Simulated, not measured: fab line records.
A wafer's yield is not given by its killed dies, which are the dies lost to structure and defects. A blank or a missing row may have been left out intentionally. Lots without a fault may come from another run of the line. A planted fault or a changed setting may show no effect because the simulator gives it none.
Check of tool commonality -- flow sky130 -- Sample size 12 lots and 36 wafers

== REASON FOR OPENING ==
Of 12 lots, 2 have the reading FIELD_ISO_OXIDATION_01_THK flagged at SKY_FIELD_ISO_THK_MEAS_23. Wafers without a fault read 9.90 nm, standard deviation 0.2.
Rule: a lot is flagged when every wafer of it that has a number lies more than 4 standard deviations from that mean, or none has a number. As for the other lots, they are considered sound.

lot,measured,on,"FIELD_ISO_OXIDATION_01_THK (nm), wafer by wafer",flag
L736,day 2 07:10,film metro-03,10.03 10.04 10.37,
L737,day 2 10:46,film metro-03,9.85 9.92 9.69,
L738,day 2 18:31,film metro-01,10.16 10.11 10.00,
L739,day 3 01:23,film metro-03,9.56 9.53 9.66,
L741,day 3 11:09,film metro-03,9.93 9.94 9.82,
L742,day 3 15:49,film metro-03,9.75 9.90 9.78,
L743,day 3 19:46,film metro-04,9.57 9.54 9.67,
L744,day 4 02:53,film metro-01,9.79 9.90 9.80,
L745,day 4 08:49,film metro-03,9.70 9.80 9.81,
L754,day 6 03:16,film metro-03,4.29 4.43 4.25,FLAGGED
L755,day 6 10:44,film metro-04,3.96 4.43 4.42,FLAGGED
L759,day 7 11:36,film metro-04,9.81 9.74 9.91,
The numbers of the flagged lots are 4.30 nm on average: -5.60 nm against the usual, or -28 standard deviations.

== LOT BY LOT: THE TOOL USED ==
The record keeps 1 process step preceding the reading, out of 708 steps on the route. Every cell lists first the tool, next ch and the chambers used by the sampled wafers, and last the start.
lot,flag,SKY_FIELD_ISO_OXIDATION_22
L736,,"furnace-02 ch 0, day 2 05:59"
L737,,"furnace-01 ch 0, day 2 09:35"
L738,,"furnace-02 ch 0, day 2 17:20"
L739,,"furnace-01 ch 0, day 3 00:13"
L741,,"furnace-02 ch 0, day 3 09:57"
L742,,"furnace-01 ch 0, day 3 14:38"
L743,,"furnace-02 ch 0, day 3 18:35"
L744,,"furnace-01 ch 0, day 4 01:42"
L745,,"furnace-02 ch 0, day 4 07:38"
L754,FLAGGED,"furnace-01 ch 0, day 6 02:05"
L755,FLAGGED,"furnace-01 ch 0, day 6 09:34"
L759,,"furnace-02 ch 0, day 7 10:25"
What the steps here do:
- SKY_FIELD_ISO_OXIDATION_22: stabilise 600 s, purge 300 s, target thk 10 nm.
- SKY_FIELD_ISO_THK_MEAS_23

== FLAGGED AGAINST TOTAL, ONE TOOL AT A TIME (gauges that did the reading follow at the end) ==
step,tool,lots run,flagged,share of the flagged lots,sound lots run after its first flagged lot
SKY_FIELD_ISO_OXIDATION_22,furnace-01,6,2,all,0
SKY_FIELD_ISO_OXIDATION_22,furnace-02,6,0,none,-
SKY_FIELD_ISO_THK_MEAS_23,film metro-01,2,0,none,-
SKY_FIELD_ISO_THK_MEAS_23,film metro-03,7,1,some,0
SKY_FIELD_ISO_THK_MEAS_23,film metro-04,3,1,some,1 (L759)

== WHAT THE TABLE PERMITS ==
In the table, 1 row covers all flagged lots: furnace-01 at SKY_FIELD_ISO_OXIDATION_22.
- furnace-01 at SKY_FIELD_ISO_OXIDATION_22: 2 of its 6 lots flagged. A fault beginning between L744 (day 4 01:42), its last sound lot, and L754 (day 6 02:05), its first flagged one, fits the data.
Left over: one tool, furnace-01 at SKY_FIELD_ISO_OXIDATION_22.

== WHAT THE SIMULATOR PUT IN ==
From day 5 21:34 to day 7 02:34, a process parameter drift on furnace-01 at SKY_FIELD_ISO_OXIDATION_22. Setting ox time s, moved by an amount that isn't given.
Struck lots among those shown: L754, L755. This agrees with what the rule above found.
